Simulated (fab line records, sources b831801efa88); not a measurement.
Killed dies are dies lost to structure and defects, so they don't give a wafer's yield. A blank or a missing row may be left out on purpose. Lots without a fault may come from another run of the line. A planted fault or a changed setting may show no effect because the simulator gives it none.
fab line records | flow sky130
record lots=5 wafers=15 last_day=50
route steps=708 shown POLY_GATE@220 LDD_N@237 LDD_P@255
lots that met no fault: from a run of the same line without faults
start_h: hours from the record's first day to the start of the lot's first wafer shown | wait_h: hours since the lot's step before | " the same as in the row above | L1.1+2: a row that stands for several wafers | - no value, or no start given | * or withheld: withheld | < > ~ a bound
route shown NAME@n: a module of which the file shows steps, and the number in the route of the first | usual: mean/standard deviation of fault-free wafers | same: alike in all rows | chamber/n: place in a boat | sites: the reading at each site | _std_site: their standard deviation | _edge_site: outer sites' mean less inner sites' | radius_mm: how far each site lies from the wafer's centre | mask NAME#n: copy n | behind: the tool/chamber that last shaped the wafer | hold: why the lot was held/for how many hours/how that ended | device: the transistor (n, p or np) that didn't switch | end of line: the same wafers' tests at the end of the route | a step without rows: its recipe alone | killed: dies lost to structure and defects at the first sort, not the wafer's yield | map: a wafer's dies, x killed, . not, _ none there
set.NAME: the setting as run; set.NAME@STEP: as run at that earlier step | model.NAME: the simulator's own value behind a step, which no gauge read
lots at some steps of the route; a table a step, a row a wafer
services: from which hour (start_h, from the record's first day; less than 0 if before it) a tool's chamber was out of use, for how many hours, and why
## steps
# step SKY_POLY_GATE_HMDS_06
# recipe prime_time_s=60 prime_temp_c=120
# columns lot.wafer tool chamber start_h wait_h
L078.1+5+6 litho_track-02 0 391.36 0.1
L086.2+3+6 litho_track-01 0 463.07 0.1
L090.1+2+6 litho_track-02 0 491.31 0.1
L093.2+5+6 litho_track-01 0 523.12 0.1
L096.1+2+4 litho_track-01 0 539.75 0.1
# step SKY_POLY_GATE_COAT_07
# recipe resist=BARC temp_c=withheld time_s=withheld spin_rpm=3000 resist_thk_nm=110
# usual spin_speed_rpm=3000.1/1.9
# columns lot.wafer tool chamber start_h wait_h spin_speed_rpm
L078.1 litho_track-02 0 391.51 0.1 2999.7
L078.5 " 0 " " 2999.5
L078.6 " 0 " " 2999.4
L086.2 litho_track-01 0 463.22 0.1 2996.9
L086.3 " 0 " " 2997.7
L086.6 " 0 " " 2999.8
L090.1 litho_track-02 0 491.46 0.1 3000.7
L090.2 " 0 " " 3000.2
L090.6 " 0 " " 2999.3
L093.2 litho_track-01 0 523.27 0.1 3001.9
L093.5 " 0 " " 2999.6
L093.6 " 0 " " 2996.1
L096.1 litho_track-01 0 539.90 0.1 2999.2
L096.2 " 0 " " 2999.6
L096.4 " 0 " " 2998.5
# step SKY_POLY_GATE_COAT_08
# recipe resist=KrF-thick spin_rpm=3000 resist_thk_nm=450
# usual spin_speed_rpm=2999.8/1.6
# columns lot.wafer tool chamber start_h wait_h spin_speed_rpm
L078.1 litho_track-02 0 - - 3000.9
L078.5 " 0 " " 2999.3
L078.6 " 0 " " 2998.9
L086.2 litho_track-01 0 - - 3000.2
L086.3 " 0 " " 3000.7
L086.6 " 0 " " 2999.9
L090.1 litho_track-02 0 - - 2999.0
L090.2 " 0 " " 2998.6
L090.6 " 0 " " 3000.1
L093.2 litho_track-01 0 - - 2998.7
L093.5 " 0 " " 3001.0
L093.6 " 0 " " 3000.2
L096.1 litho_track-01 0 - - 3001.4
L096.2 " 0 " " 3000.8
L096.4 " 0 " " 2999.8
# step SKY_POLY_GATE_SOFTBAKE_09
# recipe temp_c=100 time_s=90 resist=KrF-thick
# usual plate_temp_C=99.97/0.15
# columns lot.wafer tool chamber start_h wait_h plate_temp_C
L078.1 litho_track-02 0 - - 100.12
L078.5 " 0 " " 100.02
L078.6 " 0 " " 100.20
L086.2 litho_track-01 0 - - 100.08
L086.3 " 0 " " 99.94
L086.6 " 0 " " 100.11
L090.1 litho_track-02 0 - - 99.92
L090.2 " 0 " " 99.98
L090.6 " 0 " " 99.77
L093.2 litho_track-01 0 - - 99.92
L093.5 " 0 " " 99.88
L093.6 " 0 " " 100.04
L096.1 litho_track-01 0 - - 99.59
L096.2 " 0 " " 99.73
L096.4 " 0 " " 99.70
# step SKY_POLY_GATE_EXPOSE_10
# recipe mask_id=P1M na=0.68 source_shape=conventional sigma_outer=0.6 target_cd_nm=150 dose_mj=28
# usual reticle_temp_C=22.99/0.11
# columns lot.wafer tool chamber start_h wait_h mask reticle_temp_C
L078.1 krf_scanner-02 0 - - P1M#0 22.96
L078.5 " 0 " " P1M#0 22.97
L078.6 " 0 " " P1M#0 22.96
L086.2 krf_scanner-01 0 - - P1M#0 23.10
L086.3 " 0 " " P1M#0 23.01
L086.6 " 0 " " P1M#0 22.88
L090.1 krf_scanner-02 0 - - P1M#0 22.97
L090.2 " 0 " " P1M#0 22.94
L090.6 " 0 " " P1M#0 23.11
L093.2 krf_scanner-02 0 - - P1M#0 23.06
L093.5 " 0 " " P1M#0 22.99
L093.6 " 0 " " P1M#0 23.18
L096.1 krf_scanner-02 0 - - P1M#0 22.96
L096.2 " 0 " " P1M#0 23.09
L096.4 " 0 " " P1M#0 23.10
# step SKY_POLY_GATE_PEB_11
# recipe peb_temp_c=withheld peb_time_s=withheld resist=KrF-thick
# columns lot.wafer tool chamber start_h wait_h
L078.1+5+6 litho_track-03 0 - -
L086.2+3+6 litho_track-02 0 - -
L090.1+2+6 litho_track-01 0 - -
L093.2+5+6 litho_track-02 0 - -
L096.1+2+4 litho_track-02 0 - -
# step SKY_POLY_GATE_DEVELOP_12
# recipe develop_time_s=60 resist=KrF-thick dev_temp_c=21
# columns lot.wafer tool chamber start_h wait_h
L078.1+5+6 litho_track-03 0 - -
L086.2+3+6 litho_track-02 0 - -
L090.1+2+6 litho_track-01 0 - -
L093.2+5+6 litho_track-02 0 - -
L096.1+2+4 litho_track-02 0 - -
# step SKY_POLY_GATE_CD_MEAS_13
# recipe target_cd_nm=150
# usual cd_nm=149.8/1.4
# columns lot.wafer tool chamber start_h wait_h cd_nm
L078.1 cd_sem-01 - 406.97 - 151.1
L078.5 " - " " 150.5
L078.6 " - " " 151.1
L086.2 cd_sem-01 - 478.93 - 149.3
L086.3 " - " " 150.2
L086.6 " - " " 150.8
L090.1 cd_sem-02 - 507.05 - 150.4
L090.2 " - " " 152.0
L090.6 " - " " 151.9
L093.2 cd_sem-01 - 538.93 - 151.4
L093.5 " - " " 152.1
L093.6 " - " " 150.6
L096.1 cd_sem-01 - 555.16 - 150.2
L096.2 " - " " 148.8
L096.4 " - " " 149.9
# step SKY_POLY_GATE_OVL_MEAS_14
# usual POLY_GATE_OVL=0/5.8
# columns lot.wafer tool chamber start_h wait_h POLY_GATE_OVL[nm]
L078.1 overlay-01 - 407.12 0.1 -10
L078.5 " - " " 1
L078.6 " - " " -4
L086.2 overlay-01 - 479.03 0.1 3
L086.3 " - " " -3
L086.6 " - " " 0
L090.1 overlay-02 - 507.17 0.1 2
L090.2 " - " " 6
L090.6 " - " " 1
L093.2 overlay-02 - 539.03 0.1 3
L093.5 " - " " 6
L093.6 " - " " -1
L096.1 overlay-02 - 555.28 0.1 8
L096.2 " - " " 4
L096.4 " - " " 12
# step SKY_POLY_GATE_ETCH_15
# recipe chemistry=N2/H2 target=BARC ion_energy_ev=200 source_w=500 bias_w=100 pressure_mtorr=30 n2_flow_sccm=100 h2_flow_sccm=200 stop_on=SiO2 time_s=118.5 target_depth_a=1100
# usual chamber_pressure_mTorr=30.004/0.027 drypump_motor_current_A=5.7/0.33 oes_product_au=0.717/0.0049 throttle_valve_pct=13.213/0.0092
# columns lot.wafer tool chamber start_h wait_h chamber_pressure_mTorr drypump_motor_current_A oes_product_au rf_hours_counter_h throttle_valve_pct
L078.1 rie_diel-04 3 407.16 0.0 30.007 5.5 0.720 5 13.222
L078.5 " 2 " " 30.044 5.3 0.712 - 13.209
L078.6 " 1 " " 30.023 5.5 0.713 - 13.220
L086.2 rie_diel-04 2 479.06 0.0 29.998 5.2 0.715 67 13.207
L086.3 " 0 " " 30.007 5.9 0.726 88 13.209
L086.6 " 2 " " 30.025 5.3 0.725 - 13.223
L090.1 rie_diel-01 3 507.20 0.0 29.999 6.0 0.716 49 13.207
L090.2 " 0 " " 29.993 6.4 0.717 19 13.202
L090.6 " 1 " " 30.006 5.9 0.720 - 13.220
L093.2 rie_diel-03 0 539.06 0.0 29.997 5.2 0.711 12 13.204
L093.5 " 1 " " 29.991 6.1 0.720 - 13.227
L093.6 " 0 " " 29.997 5.2 0.706 - 13.189
L096.1 rie_diel-03 3 555.31 0.0 29.915 5.8 0.726 12 13.219
L096.2 " 0 " " 30.032 5.2 0.710 13 13.212
L096.4 " 2 " " 30.034 5.8 0.709 59 13.222
# step SKY_POLY_GATE_ETCH_16
# recipe stop_on=poly-Si chemistry=CH3F/O2 target=Si3N4 source_w=400 bias_w=80 pressure_mtorr=25 ch3f_flow_sccm=40 O2_flow_sccm=30 time_s=147.5 target_depth_a=750
# usual chamber_pressure_mTorr=24.999/0.022 drypump_motor_current_A=5.7/0.33 oes_product_au=0.642/0.0053 throttle_valve_pct=10.537/0.0094
# columns lot.wafer tool chamber start_h wait_h chamber_pressure_mTorr drypump_motor_current_A oes_product_au rf_hours_counter_h throttle_valve_pct
L078.1 rie_diel-04 3 407.24 0.0 25.009 5.5 0.631 5 10.534
L078.5 " 2 " " 25.006 5.2 0.637 - 10.537
L078.6 " 1 " " 24.992 5.4 0.637 - 10.527
L086.2 rie_diel-04 2 479.15 0.0 25.013 5.2 0.645 67 10.530
L086.3 " 0 " " 25.003 6.0 0.636 88 10.550
L086.6 " 2 " " 24.983 5.3 0.645 - 10.535
L090.1 rie_diel-01 3 507.29 0.0 24.973 6.0 0.641 49 10.550
L090.2 " 0 " " 24.998 6.4 0.650 19 10.533
L090.6 " 1 " " 25.025 5.9 0.640 - 10.535
L093.2 rie_diel-03 0 539.15 0.0 25.010 5.2 0.641 12 10.533
L093.5 " 1 " " 24.997 6.1 0.640 - 10.529
L093.6 " 0 " " 24.994 5.2 0.638 - 10.555
L096.1 rie_diel-03 3 555.40 0.0 25.033 5.8 0.644 12 10.532
L096.2 " 0 " " 25.014 5.2 0.648 13 10.541
L096.4 " 2 " " 24.991 5.8 0.647 59 10.544
# step SKY_POLY_GATE_ETCH_17
# recipe target_depth_nm=180 stop_on=SiO2 over_etch_frac=0.56667 chemistry=HBr/Cl2 target=poly-Si icp_w=400 bias_w=100 pressure_mtorr=10 HBr_flow_sccm=150 Cl2_flow_sccm=50 time_s=70.5
# usual HBr_flow_sccm=150.0/0.44 chamber_pressure_mTorr=10.000/0.0091 drypump_motor_current_A=5.6/0.52 oes_product_au=0.983/0.0065 throttle_valve_pct=33.686/0.0089
# same over_etch_frac=0.56667
# columns lot.wafer tool chamber start_h wait_h HBr_flow_sccm chamber_pressure_mTorr drypump_motor_current_A oes_product_au rf_hours_counter_h throttle_valve_pct
L078.1 rie_si-01 0 407.34 0.0 149.8 10.000 5.0 0.983 1 33.688
L078.5 " 0 " " 150.2 10.006 5.0 0.973 - 33.692
L078.6 " 1 " " 149.5 10.005 6.5 0.984 - 33.683
L086.2 rie_si-02 0 479.25 0.0 150.5 9.995 5.9 0.989 0 33.682
L086.3 " 2 " " 149.5 9.995 5.2 0.975 1 33.691
L086.6 " 3 " " 150.1 10.000 5.8 0.980 - 33.664
L090.1 rie_si-02 0 507.38 0.0 149.9 10.013 5.8 0.989 0 33.687
L090.2 " 2 " " 149.7 10.007 5.2 0.990 1 33.700
L090.6 " 1 " " 150.2 10.006 5.8 0.981 - 33.689
L093.2 rie_si-01 3 539.25 0.0 150.0 9.995 4.8 0.974 0 33.693
L093.5 " 0 " " 151.1 9.984 5.0 0.975 - 33.687
L093.6 " 3 " " 149.7 10.010 4.8 0.979 - 33.684
L096.1 rie_si-02 2 555.49 0.0 150.2 10.013 5.2 0.985 1 33.693
L096.2 " 3 " " 150.5 9.994 5.8 0.965 19 33.686
L096.4 " 0 " " 149.9 9.996 5.8 0.984 1 33.693
# step SKY_POLY_GATE_STRIP_18
# recipe chemistry=O2/N2 power_w=1400 pressure_mtorr=1500 platen_temp_c=withheld o2_flow_sccm=3000 n2_flow_sccm=300 overash_fraction=0.5
# usual chamber_pressure_mTorr=1500.3/1.4 drypump_motor_current_A=5.7/0.71 oes_product_au=0.360/0.0043 strip_time_to_endpoint_s=3.168/0.027
# columns lot.wafer tool chamber start_h wait_h chamber_pressure_mTorr drypump_motor_current_A oes_product_au rf_hours_counter_h strip_time_to_endpoint_s
L078.1 plasma_asher-02 1 407.39 0.0 1500.4 6.4 0.369 57 3.140
L078.5 " 1 " " 1499.8 6.4 0.358 - 3.141
L078.6 " 0 " " 1499.9 5.8 0.360 - 3.160
L086.2 plasma_asher-02 0 479.30 0.0 1500.8 5.8 0.358 66 3.197
L086.3 " 0 " " 1499.8 5.8 0.361 - 3.202
L086.6 " 1 " " 1501.2 6.5 0.362 - 3.218
L090.1 plasma_asher-04 1 507.44 0.0 1500.2 6.7 0.362 8 3.196
L090.2 " 0 " " 1501.1 5.2 0.367 8 3.106
L090.6 " 0 " " 1501.6 5.1 0.360 - 3.088
L093.2 plasma_asher-04 0 539.30 0.0 1501.3 5.2 0.363 11 3.167
L093.5 " 1 " " 1503.7 6.7 0.357 - 3.164
L093.6 " 0 " " 1499.4 5.1 0.359 - 3.174
L096.1 plasma_asher-04 1 555.55 0.0 1500.8 6.7 0.368 13 3.147
L096.2 " 0 " " 1502.6 5.1 0.358 13 3.151
L096.4 " 0 " " 1499.8 5.1 0.354 - 3.167
# step SKY_POLY_GATE_CLEAN_19
# recipe chemistry=SC1/SC2 mix=1:4:20 temp_c=70 time_s=150 dry=n2_spin
# usual bath_guard_temp_C=69.9/0.68
# columns lot.wafer tool chamber start_h wait_h bath_guard_temp_C
L078.1 wet_bench-04 0 407.49 0.1 70.6
L078.5 " 0 " " 70.7
L078.6 " 0 " " 70.7
L086.2 wet_bench-03 1 479.40 0.1 70.9
L086.3 " 1 " " 70.9
L086.6 " 1 " " 70.4
L090.1 wet_bench-03 3 507.54 0.1 69.8
L090.2 " 3 " " 70.1
L090.6 " 3 " " 70.4
L093.2 wet_bench-01 2 539.40 0.1 70.1
L093.5 " 2 " " 70.2
L093.6 " 2 " " 70.0
L096.1 wet_bench-01 2 555.65 0.1 69.9
L096.2 " 2 " " 70.3
L096.4 " 2 " " 70.1
# step SKY_POLY_GATE_OXIDATION_20
# recipe temp_c=850 ambient=O2 stabilise_s=600 purge_s=300 target_thk_a=40 ox_time_s=899
# usual spike_tc_top_C=863.9/1.2
# columns lot.wafer tool chamber start_h wait_h spike_tc_top_C
L078.1 furnace-02 0 409.43 1.9 861.8
L078.5 " 0 " " 863.8
L078.6 " 0 " " 864.2
L086.2 furnace-02 0 479.46 0.0 863.6
L086.3 " 0 " " 863.2
L086.6 " 0 " " 864.1
L090.1 furnace-01 0 508.42 0.8 864.0
L090.2 " 0 " " 864.5
L090.6 " 0 " " 865.8
L093.2 furnace-01 0 539.46 0.0 866.2
L093.5 " 0 " " 865.0
L093.6 " 0 " " 865.3
L096.1 furnace-02 0 555.70 0.0 864.7
L096.2 " 0 " " 863.0
L096.4 " 0 " " 863.2
# step SKY_POLY_GATE_THK_MEAS_21
# recipe reads=SiO2_of_POLY_GATE_OXIDATION_20
# usual POLY_GATE_OXIDATION_THK=4.01/0.092
# columns lot.wafer tool chamber start_h wait_h POLY_GATE_OXIDATION_THK[nm]
L078.1 film_metro-03 - 410.68 0.0 4.02
L078.5 " - " " 4.08
L078.6 " - " " 4.03
L086.2 film_metro-03 - 480.72 0.0 4.04
L086.3 " - " " 4.08
L086.6 " - " " 4.08
L090.1 film_metro-03 - 509.67 0.0 3.97
L090.2 " - " " 4.03
L090.6 " - " " 3.98
L093.2 film_metro-03 - 540.72 0.0 3.95
L093.5 " - " " 3.91
L093.6 " - " " 3.98
L096.1 film_metro-03 - 556.95 0.0 4.09
L096.2 " - " " 4.13
L096.4 " - " " 4.02
# step SKY_POLY_GATE_CD_MEAS_22
# usual cd_nm=149.6/2
# columns lot.wafer tool chamber start_h wait_h cd_nm
L078.1 cd_sem-01 - 410.74 0.1 151.4
L078.5 " - " " 151.9
L078.6 " - " " 150.2
L086.2 cd_sem-01 - 480.79 0.1 149.3
L086.3 " - " " 149.6
L086.6 " - " " 150.5
L090.1 cd_sem-02 - 509.73 0.1 148.4
L090.2 " - " " 149.7
L090.6 " - " " 150.1
L093.2 cd_sem-01 - 540.79 0.1 147.8
L093.5 " - " " 151.5
L093.6 " - " " 149.4
L096.1 cd_sem-01 - 557.08 0.1 149.8
L096.2 " - " " 146.6
L096.4 " - " " 149.5
# step SKY_LDD_N_DEHYDRATE_00
# recipe temp_c=200 time_s=60
# usual plate_temp_C=199.99/0.15
# columns lot.wafer tool chamber start_h wait_h plate_temp_C
L078.1 litho_track-04 0 425.43 14.7 200.20
L078.5 " 0 " " 199.96
L078.6 " 0 " " 199.97
L086.2 litho_track-01 0 496.07 15.2 199.95
L086.3 " 0 " " 199.90
L086.6 " 0 " " 199.96
L090.1 litho_track-03 0 524.27 14.5 200.02
L090.2 " 0 " " 200.00
L090.6 " 0 " " 199.89
L093.2 litho_track-03 0 554.94 14.1 199.89
L093.5 " 0 " " 199.67
L093.6 " 0 " " 199.92
L096.1 litho_track-03 0 570.87 13.8 199.76
L096.2 " 0 " " 199.86
L096.4 " 0 " " 199.82
# step SKY_LDD_N_HMDS_01
# recipe prime_time_s=60 prime_temp_c=120
# columns lot.wafer tool chamber start_h wait_h
L078.1+5+6 litho_track-04 0 425.58 0.1
L086.2+3+6 litho_track-01 0 496.22 0.1
L090.1+2+6 litho_track-03 0 524.42 0.1
L093.2+5+6 litho_track-03 0 555.09 0.1
L096.1+2+4 litho_track-03 0 571.02 0.1
# step SKY_LDD_N_COAT_02
# recipe resist=NOVOLAK spin_rpm=3000 resist_thk_nm=300
# usual spin_speed_rpm=2999.8/2
# columns lot.wafer tool chamber start_h wait_h spin_speed_rpm
L078.1 litho_track-04 0 425.73 0.1 3002.1
L078.5 " 0 " " 2997.1
L078.6 " 0 " " 2999.6
L086.2 litho_track-01 0 496.37 0.1 3001.0
L086.3 " 0 " " 2999.4
L086.6 " 0 " " 3002.7
L090.1 litho_track-03 0 524.57 0.1 3002.8
L090.2 " 0 " " 3004.6
L090.6 " 0 " " 3003.3
L093.2 litho_track-03 0 555.24 0.1 2998.8
L093.5 " 0 " " 3000.5
L093.6 " 0 " " 3001.5
L096.1 litho_track-03 0 571.17 0.1 3001.9
L096.2 " 0 " " 3002.1
L096.4 " 0 " " 3002.7
# step SKY_LDD_N_SOFTBAKE_03
# recipe temp_c=90 time_s=60 resist=NOVOLAK
# usual plate_temp_C=90.01/0.13
# columns lot.wafer tool chamber start_h wait_h plate_temp_C
L078.1 litho_track-04 0 425.88 0.1 89.90
L078.5 " 0 " " 90.02
L078.6 " 0 " " 90.17
L086.2 litho_track-01 0 496.52 0.1 90.07
L086.3 " 0 " " 90.05
L086.6 " 0 " " 89.95
L090.1 litho_track-03 0 524.72 0.1 89.71
L090.2 " 0 " " 89.95
L090.6 " 0 " " 89.81
L093.2 litho_track-03 0 555.39 0.1 90.06
L093.5 " 0 " " 90.15
L093.6 " 0 " " 89.83
L096.1 litho_track-03 0 571.32 0.1 89.97
L096.2 " 0 " " 90.11
L096.4 " 0 " " 89.97
# step SKY_LDD_N_EXPOSE_04
# recipe mask_id=NTM target_cd_nm=840 na=0.6 source_shape=conventional sigma_outer=0.6 dose_mj=110
# usual reticle_temp_C=22.98/0.12
# columns lot.wafer tool chamber start_h wait_h mask reticle_temp_C
L078.1 iline_stepper-01 0 - - NTM#0 23.02
L078.5 " 0 " " NTM#0 22.98
L078.6 " 0 " " NTM#0 22.97
L086.2 iline_stepper-02 0 - - NTM#0 22.81
L086.3 " 0 " " NTM#0 22.76
L086.6 " 0 " " NTM#0 22.88
L090.1 iline_stepper-01 0 - - NTM#0 22.97
L090.2 " 0 " " NTM#0 22.85
L090.6 " 0 " " NTM#0 23.08
L093.2 iline_stepper-01 0 - - NTM#0 22.99
L093.5 " 0 " " NTM#0 22.95
L093.6 " 0 " " NTM#0 22.89
L096.1 iline_stepper-02 0 - - NTM#0 23.08
L096.2 " 0 " " NTM#0 23.00
L096.4 " 0 " " NTM#0 22.93
# step SKY_LDD_N_PEB_05
# recipe temp_c=withheld time_s=* resist=NOVOLAK
# columns lot.wafer tool chamber start_h wait_h
L078.1+5+6 litho_track-04 0 - -
L086.2+3+6 litho_track-04 0 - -
L090.1+2+6 litho_track-01 0 - -
L093.2+5+6 litho_track-03 0 - -
L096.1+2+4 litho_track-03 0 - -
# step SKY_LDD_N_DEVELOP_06
# recipe develop_time_s=60 dev_temp_c=23
# columns lot.wafer tool chamber start_h wait_h
L078.1+5+6 litho_track-04 0 441.88 0.1
L086.2+3+6 litho_track-04 0 511.26 0.1
L090.1+2+6 litho_track-01 0 539.45 0.1
L093.2+5+6 litho_track-03 0 570.14 0.1
L096.1+2+4 litho_track-03 0 585.97 0.1
# step SKY_LDD_N_OVL_MEAS_07
# usual LDD_N_OVL=-0.7/1.6
# columns lot.wafer tool chamber start_h wait_h LDD_N_OVL[nm]
L078.1 overlay-01 - 442.03 0.1 1.4
L078.5 " - " " 0.1
L078.6 " - " " 0.1
L086.2 overlay-01 - 511.39 0.1 -2.2
L086.3 " - " " -2.7
L086.6 " - " " -2.0
L090.1 overlay-02 - 539.60 0.1 -3.1
L090.2 " - " " -1.8
L090.6 " - " " -1.4
L093.2 overlay-01 - 570.27 0.1 1.8
L093.5 " - " " 0.7
L093.6 " - " " -0.9
L096.1 overlay-01 - 586.12 0.1 0.2
L096.2 " - " " 0.3
L096.4 " - " " 1.7
# step SKY_LDD_N_IMPLANT_08
# recipe species=As energy_kev=20 dose_cm2=7.5e+13 tilt_deg=withheld rotation_deg=23
# columns lot.wafer tool chamber start_h wait_h
L078.1+5+6 implanter-02 0 442.10 0.1
L086.2+3+6 implanter-04 0 511.44 0.0
L090.1+2+6 implanter-02 0 539.63 0.0
L093.2+5+6 implanter-02 0 570.33 0.0
L096.1+2+4 implanter-02 0 586.15 0.0
# step SKY_LDD_N_IMPLANT_09
# recipe species=As energy_kev=20 dose_cm2=7.5e+13 tilt_deg=withheld rotation_deg=113
# columns lot.wafer tool chamber start_h wait_h
L078.1+5+6 implanter-02 0 442.25 0.1
L086.2+3+6 implanter-04 0 511.59 0.1
L090.1+2+6 implanter-02 0 539.78 0.1
L093.2+5+6 implanter-02 0 570.48 0.1
L096.1+2+4 implanter-02 0 586.30 0.1
# step SKY_LDD_N_IMPLANT_10
# recipe species=As energy_kev=20 dose_cm2=7.5e+13 tilt_deg=withheld rotation_deg=203
# columns lot.wafer tool chamber start_h wait_h
L078.1+5+6 implanter-02 0 442.40 0.1
L086.2+3+6 implanter-04 0 511.74 0.1
L090.1+2+6 implanter-02 0 539.93 0.1
L093.2+5+6 implanter-02 0 570.63 0.1
L096.1+2+4 implanter-02 0 586.45 0.1
# step SKY_LDD_N_IMPLANT_11
# recipe species=As energy_kev=20 dose_cm2=7.5e+13 tilt_deg=withheld rotation_deg=293
# columns lot.wafer tool chamber start_h wait_h
L078.1+5+6 implanter-02 0 442.55 0.1
L086.2+3+6 implanter-04 0 511.89 0.1
L090.1+2+6 implanter-02 0 540.08 0.1
L093.2+5+6 implanter-02 0 570.78 0.1
L096.1+2+4 implanter-02 0 586.60 0.1
# step SKY_LDD_N_IMPLANT_12
# recipe species=BF2 energy_kev=50 dose_cm2=5e+12 tilt_deg=30 rotation_deg=0
# columns lot.wafer tool chamber start_h wait_h
L078.1+5+6 implanter-02 0 442.70 0.1
L086.2+3+6 implanter-04 0 512.04 0.1
L090.1+2+6 implanter-02 0 540.23 0.1
L093.2+5+6 implanter-02 0 570.93 0.1
L096.1+2+4 implanter-02 0 586.75 0.1
# step SKY_LDD_N_IMPLANT_13
# recipe species=BF2 energy_kev=50 dose_cm2=5e+12 tilt_deg=30 rotation_deg=90
# columns lot.wafer tool chamber start_h wait_h
L078.1+5+6 implanter-02 0 442.85 0.1
L086.2+3+6 implanter-04 0 512.19 0.1
L090.1+2+6 implanter-02 0 540.38 0.1
L093.2+5+6 implanter-02 0 571.08 0.1
L096.1+2+4 implanter-02 0 586.90 0.1
# step SKY_LDD_N_IMPLANT_14
# recipe species=BF2 energy_kev=50 dose_cm2=5e+12 tilt_deg=30 rotation_deg=180
# columns lot.wafer tool chamber start_h wait_h
L078.1+5+6 implanter-02 0 443.00 0.1
L086.2+3+6 implanter-04 0 512.34 0.1
L090.1+2+6 implanter-02 0 540.53 0.1
L093.2+5+6 implanter-02 0 571.23 0.1
L096.1+2+4 implanter-02 0 587.05 0.1
# step SKY_LDD_N_IMPLANT_15
# recipe species=BF2 energy_kev=50 dose_cm2=5e+12 tilt_deg=30 rotation_deg=270
# columns lot.wafer tool chamber start_h wait_h
L078.1+5+6 implanter-02 0 443.15 0.1
L086.2+3+6 implanter-04 0 512.49 0.1
L090.1+2+6 implanter-02 0 540.68 0.1
L093.2+5+6 implanter-02 0 571.38 0.1
L096.1+2+4 implanter-02 0 587.20 0.1
# step SKY_LDD_N_STRIP_16
# recipe chemistry=O2/N2 power_w=1400 pressure_mtorr=1500 platen_temp_c=withheld o2_flow_sccm=3000 n2_flow_sccm=300 overash_fraction=0.5
# usual chamber_pressure_mTorr=1500.1/1.4 drypump_motor_current_A=5.9/0.62 oes_product_au=0.407/0.0047 strip_time_to_endpoint_s=4.312/0.016
# columns lot.wafer tool chamber start_h wait_h chamber_pressure_mTorr drypump_motor_current_A oes_product_au rf_hours_counter_h strip_time_to_endpoint_s
L078.1 plasma_asher-02 1 443.30 0.1 1501.2 6.5 0.416 62 4.306
L078.5 " 1 " " 1501.6 6.5 0.411 - 4.303
L078.6 " 0 " " 1502.1 5.8 0.406 - 4.311
L086.2 plasma_asher-04 1 512.62 0.1 1501.1 6.7 0.414 9 4.330
L086.3 " 1 " " 1500.2 6.7 0.403 - 4.318
L086.6 " 1 " " 1500.9 6.7 0.402 - 4.323
L090.1 plasma_asher-02 0 540.83 0.1 1502.3 5.8 0.406 72 4.313
L090.2 " 1 " " 1501.5 6.5 0.412 72 4.300
L090.6 " 0 " " 1500.5 5.8 0.405 - 4.306
L093.2 plasma_asher-04 0 571.50 0.1 1498.9 5.2 0.414 15 4.308
L093.5 " 1 " " 1499.6 6.7 0.406 - 4.313
L093.6 " 0 " " 1501.5 5.2 0.409 - 4.301
L096.1 plasma_asher-04 0 587.35 0.1 1502.5 5.1 0.405 16 4.295
L096.2 " 1 " " 1502.6 6.7 0.400 16 4.321
L096.4 " 1 " " 1500.6 6.7 0.401 - 4.307
# step SKY_LDD_N_TW_MEAS_17
# usual LDD_N_TW=2599/19
# columns lot.wafer tool chamber start_h wait_h LDD_N_TW
L078.1 film_metro-02 - 443.40 0.1 2613
L078.5 " - " " 2606
L078.6 " - " " 2604
L086.2 film_metro-01 - 512.73 0.1 2590
L086.3 " - " " 2576
L086.6 " - " " 2573
L090.1 film_metro-02 - 540.93 0.1 2606
L090.2 " - " " 2607
L090.6 " - " " 2622
L093.2 film_metro-04 - 571.61 0.1 2601
L093.5 " - " " 2596
L093.6 " - " " 2608
L096.1 film_metro-02 - 587.45 0.1 2592
L096.2 " - " " 2604
L096.4 " - " " 2586
# step SKY_LDD_P_DEHYDRATE_00
# recipe temp_c=200 time_s=60
# usual plate_temp_C=200.01/0.17
# columns lot.wafer tool chamber start_h wait_h plate_temp_C
L078.1 litho_track-04 0 457.98 14.6 200.10
L078.5 " 0 " " 199.96
L078.6 " 0 " " 200.21
L086.2 litho_track-04 0 527.46 14.7 200.16
L086.3 " 0 " " 200.08
L086.6 " 0 " " 200.03
L090.1 litho_track-04 0 555.13 14.2 199.96
L090.2 " 0 " " 199.88
L090.6 " 0 " " 199.83
L093.2 litho_track-02 0 585.73 14.1 199.65
L093.5 " 0 " " 200.07
L093.6 " 0 " " 200.01
L096.1 litho_track-04 0 600.98 13.5 200.05
L096.2 " 0 " " 199.80
L096.4 " 0 " " 200.01
# step SKY_LDD_P_HMDS_01
# recipe prime_time_s=60 prime_temp_c=120
# columns lot.wafer tool chamber start_h wait_h
L078.1+5+6 litho_track-04 0 458.13 0.1
L086.2+3+6 litho_track-04 0 527.61 0.1
L090.1+2+6 litho_track-04 0 555.28 0.1
L093.2+5+6 litho_track-02 0 585.88 0.1
L096.1+2+4 litho_track-04 0 601.13 0.1
# step SKY_LDD_P_COAT_02
# recipe resist=NOVOLAK spin_rpm=3000 resist_thk_nm=1140
# usual spin_speed_rpm=2999.6/1.8
# columns lot.wafer tool chamber start_h wait_h spin_speed_rpm
L078.1 litho_track-04 0 458.28 0.1 2999.8
L078.5 " 0 " " 3000.3
L078.6 " 0 " " 3001.2
L086.2 litho_track-04 0 527.76 0.1 3000.6
L086.3 " 0 " " 3000.9
L086.6 " 0 " " 3000.4
L090.1 litho_track-04 0 555.43 0.1 2999.1
L090.2 " 0 " " 3000.7
L090.6 " 0 " " 2999.5
L093.2 litho_track-02 0 586.03 0.1 2999.1
L093.5 " 0 " " 2998.9
L093.6 " 0 " " 3001.7
L096.1 litho_track-04 0 601.28 0.1 2999.1
L096.2 " 0 " " 2998.5
L096.4 " 0 " " 3000.1
## services
# columns tool chamber start_h hours kind
implanter-02 - 368.53 4.9 repair
krf_scanner-02 - 382.67 0.6 repair
plasma_asher-04 - 393.71 28.1 pm
rie_diel-03 1 398.37 2.5 repair
krf_scanner-02 - 405.08 1.3 pm
rie_diel-03 2 421.60 4.3 repair
plasma_asher-04 - 421.81 9.0 pm
implanter-04 - 422.33 18.5 pm
krf_scanner-02 - 423.05 1.0 pm
rie_diel-04 2 426.43 13.6 repair
rie_diel-04 3 439.87 8.9 repair
rie_diel-04 - 440.73 0.3 repair
implanter-04 - 440.84 11.3 pm
krf_scanner-02 - 445.76 4.0 pm
rie_diel-04 - 461.64 14.6 pm
rie_diel-03 - 465.10 0.2 repair
plasma_asher-04 - 470.35 1.4 repair
implanter-02 - 473.52 0.9 repair
krf_scanner-02 - 474.20 0.8 pm
implanter-04 - 487.50 3.2 repair
implanter-04 - 516.53 5.6 repair
plasma_asher-04 - 546.17 2.8 pm
implanter-04 - 552.69 2.6 pm
plasma_asher-04 - 574.57 0.7 repair
## key
fault none
